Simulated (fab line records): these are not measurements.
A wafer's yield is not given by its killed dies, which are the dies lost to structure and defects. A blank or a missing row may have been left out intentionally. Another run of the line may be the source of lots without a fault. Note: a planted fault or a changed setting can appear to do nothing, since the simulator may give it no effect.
Chamber matching :: flow sfq-line :: cmp-01 running SFQ_TRILAYER_I7_CMP_CMP_184: 4 sister chambers
The step polishes SiO2. 8 wafers are shown with their chamber, then 8 later ones without.

== WAFERS, EACH WITH ITS CHAMBER ==
wafer: L966.1
chamber: 1
motor-current-A (A): 10.1
time-to-endpoint-s (s): 199

wafer: L966.5
chamber: 0
motor-current-A (A): 9.2
time-to-endpoint-s (s): 208

wafer: L968.2
chamber: 0
motor-current-A (A): 9.5
time-to-endpoint-s (s): 215

wafer: L968.3
chamber: 3
motor-current-A (A): 9.2
time-to-endpoint-s (s): 208

wafer: L968.5
chamber: 2
motor-current-A (A): 10.0
time-to-endpoint-s (s): 228

wafer: L969.1
chamber: 3
motor-current-A (A): 9.8
time-to-endpoint-s (s): 196

wafer: L969.2
chamber: 2
motor-current-A (A): 10.0
time-to-endpoint-s (s): 215

wafer: L969.6
chamber: 1
motor-current-A (A): 9.6
time-to-endpoint-s (s): 193

== WAFERS WITHOUT THEIR CHAMBER ==
wafer: L970.3
motor-current-A (A): 9.8
time-to-endpoint-s (s): 225

wafer: L970.4
motor-current-A (A): 9.2
time-to-endpoint-s (s): 206

wafer: L970.5
motor-current-A (A): 9.5
time-to-endpoint-s (s): 219

wafer: L972.3
motor-current-A (A): 9.5
time-to-endpoint-s (s): 204

wafer: L972.5
motor-current-A (A): 10.0
time-to-endpoint-s (s): 218

wafer: L972.6
motor-current-A (A): 9.3
time-to-endpoint-s (s): 205

wafer: L973.2
motor-current-A (A): 9.7
time-to-endpoint-s (s): 225

wafer: L973.1
motor-current-A (A): 9.7
time-to-endpoint-s (s): 215

== CHAMBER TAKEN BY EACH ==
wafer: L970.3
from the rows above: can't be placed: 2 or 0
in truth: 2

wafer: L970.4
from the rows above: can't be placed: 0 or 3 or 1
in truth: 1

wafer: L970.5
from the rows above: can't be placed: 0 or 2 or 3
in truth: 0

wafer: L972.3
from the rows above: can't be placed: 3 or 0 or 1
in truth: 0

wafer: L972.5
from the rows above: can't be placed: 2 or 0
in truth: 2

wafer: L972.6
from the rows above: can't be placed: 3 or 0 or 1
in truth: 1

wafer: L973.2
from the rows above: can't be placed: 2 or 0
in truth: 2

wafer: L973.1
from the rows above: can't be placed: 0 or 2 or 3 or 1
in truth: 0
0 of 8 placed correctly. These rows do not allow placing 8 (true chamber among the candidates in 8). Number placed wrongly: 0.
How it was worked out, from the rows above alone: a wafer's distance from a chamber is the root of the sum, over the readings, of the square of ((its reading less the chamber's mean) divided by the reading's scatter). If the next closest chamber is less than 2 further off than the closest, the wafer can't be placed; otherwise it belongs to the closest. Each chamber's mean is taken over the wafers shown for it. The scatter: the root of (the sum of the squares of (reading less its chamber's mean) over the shown wafers, divided by (wafers less chambers)).
